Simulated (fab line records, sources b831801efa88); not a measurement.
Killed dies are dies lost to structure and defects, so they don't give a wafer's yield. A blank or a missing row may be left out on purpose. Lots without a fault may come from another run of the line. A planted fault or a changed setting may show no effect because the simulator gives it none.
Split-lot experiment | flow sky130 | 5 lots, 23 wafers read, on a route of 708 steps

THE SPLIT
At SKY_RES_PROTECT_SOFTBAKE_03 (time 60 s), the setting temp_c was moved away from the recipe's 90 C on 10 of the 23 wafers read, by -2.4% to +2.9%. The other wafers ran this setting at the recipe's value.

FROM THE SPLIT TO THE READING: what the file shows between them, 2 steps
- SKY_RES_PROTECT_EXPOSE_04: exposes mask RPM, target cd 1270 nm
- SKY_RES_PROTECT_PEB_05

THE READING
NOVOLAK_of_RES_PROTECT_COAT_02.thk_nm (the simulator's own value, which no gauge read), in nm, at SKY_RES_PROTECT_DEVELOP_06 (develop time 60 s). The file gives no usual value for it. The 13 wafers here that ran the recipe average 1140 nm, standard deviation 2.8 nm.

wafer  | tool, chamber at the split | temp_c as run, C | against the recipe | NOVOLAK_of_RES_PROTECT_COAT_02.thk_nm, nm | against lot-mates on the recipe
L074.1 | litho_track-01, 0          | 87.8             | -2.4%              | 1153                                      | +13
L074.2 | litho_track-01, 0          | 87.8             | -2.4%              | 1149                                      | +9
L074.3 | litho_track-01, 0          | 90               | recipe             | 1140                                      | -
L074.6 | litho_track-01, 0          | 90               | recipe             | 1140                                      | -
L074.5 | litho_track-01, 0          | 87.8             | -2.4%              | 1151                                      | +11
L075.1 | litho_track-02, 0          | 92.65            | +2.9%              | 1131                                      | -8
L075.3 | litho_track-02, 0          | 90               | recipe             | 1138                                      | -
L075.4 | litho_track-02, 0          | 90               | recipe             | 1139                                      | -
L075.5 | litho_track-02, 0          | 90               | recipe             | 1140                                      | -
L075.6 | litho_track-02, 0          | 92.65            | +2.9%              | 1130                                      | -9
L077.1 | litho_track-01, 0          | 90               | recipe             | 1142                                      | -
L077.2 | litho_track-01, 0          | 91.02            | +1.1%              | 1140                                      | -3
L077.4 | litho_track-01, 0          | 91.02            | +1.1%              | 1141                                      | -2
L077.5 | litho_track-01, 0          | 90               | recipe             | 1144                                      | -
L077.6 | litho_track-01, 0          | 91.02            | +1.1%              | 1135                                      | -8
L081.1 | litho_track-03, 0          | 90               | recipe             | 1135                                      | -
L081.3 | litho_track-03, 0          | 90               | recipe             | 1139                                      | -
L081.4 | litho_track-03, 0          | 90               | recipe             | 1133                                      | -
L085.1 | litho_track-02, 0          | 88.66            | -1.5%              | 1148                                      | +7
L085.2 | litho_track-02, 0          | 90               | recipe             | 1141                                      | -
L085.5 | litho_track-02, 0          | 90               | recipe             | 1141                                      | -
L085.3 | litho_track-02, 0          | 90               | recipe             | 1142                                      | -
L085.4 | litho_track-02, 0          | 88.66            | -1.5%              | 1149                                      | +8

THE FIT
A straight line over all 23 wafers: NOVOLAK_of_RES_PROTECT_COAT_02.thk_nm changes by -3.8 nm for each +1% of temp_c; r = -0.88; the points scatter about the line by 2.9 nm.
The same after taking each lot's own level away (the mean of its wafers on the recipe; 23 wafers): -3.82 nm for each +1%; r = -0.95; scatter 1.9 nm.
On that fit, the largest move of temp_c shifts the reading by 11 nm.
The lots' own levels span 1135.7 to 1143.0 nm, that is 2.6 times the standard deviation above.
So the lot-to-lot level changes the slope little: the two slopes agree.
Check: with one of the wafers moved furthest among these (+2.9%) left out of the fit, the line predicts -11.5 nm for it against its lot-mates. It came out at -8 nm against them.

OTHER SPLITS ON THESE WAFERS
These wafers also went through other splits before the reading. Each is held against what the fit with the lots' levels taken away leaves over:
other split on the same wafers             | wafers away from the commonest value | r with NOVOLAK_of_RES_PROTECT_COAT_02.thk_nm (lot level and that fit taken away)
SKY_VT_ADJUST_NCORE_IMPLANT_09 dose_cm2    | 8                                    | +0.19
SKY_VT_ADJUST_HVTR_IMPLANT_09 energy_kev   | 5                                    | -0.19
SKY_VT_ADJUST_PCH_IMPLANT_08 dose_cm2      | 10                                   | +0.11
SKY_SONOS_TUNNEL_COAT_02 resist_thk_nm     | 6                                    | -0.24
SKY_SONOS_TUNNEL_DEVELOP_06 develop_time_s | 9                                    | +0.25
SKY_SONOS_ONO_CVD_04 time_s                | 15                                   | +0.13
SKY_GATE_OXIDE_CLEAN_15 time_s             | 18                                   | -0.02

THE WHOLE CHAIN: every reading that the file lists as answering this split, in the file's order
step                       | what it does      | reading                                                                                | change (the file's fit)              | r (the file's)
SKY_RES_PROTECT_DEVELOP_06 | develop time 60 s | NOVOLAK_of_RES_PROTECT_COAT_02.thk_nm (the simulator's own value, which no gauge read) | -3.59 nm for each +1% of the setting | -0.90
SKY_RES_PROTECT_STRIP_07   | strips in O2/N2   | strip_time_to_endpoint_s                                                               | withheld for each +1% of the setting | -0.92

THE FILE'S OWN FIT
NOVOLAK_of_RES_PROTECT_COAT_02.thk_nm changes by -3.59 nm for each +1% of temp_c, r = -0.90.
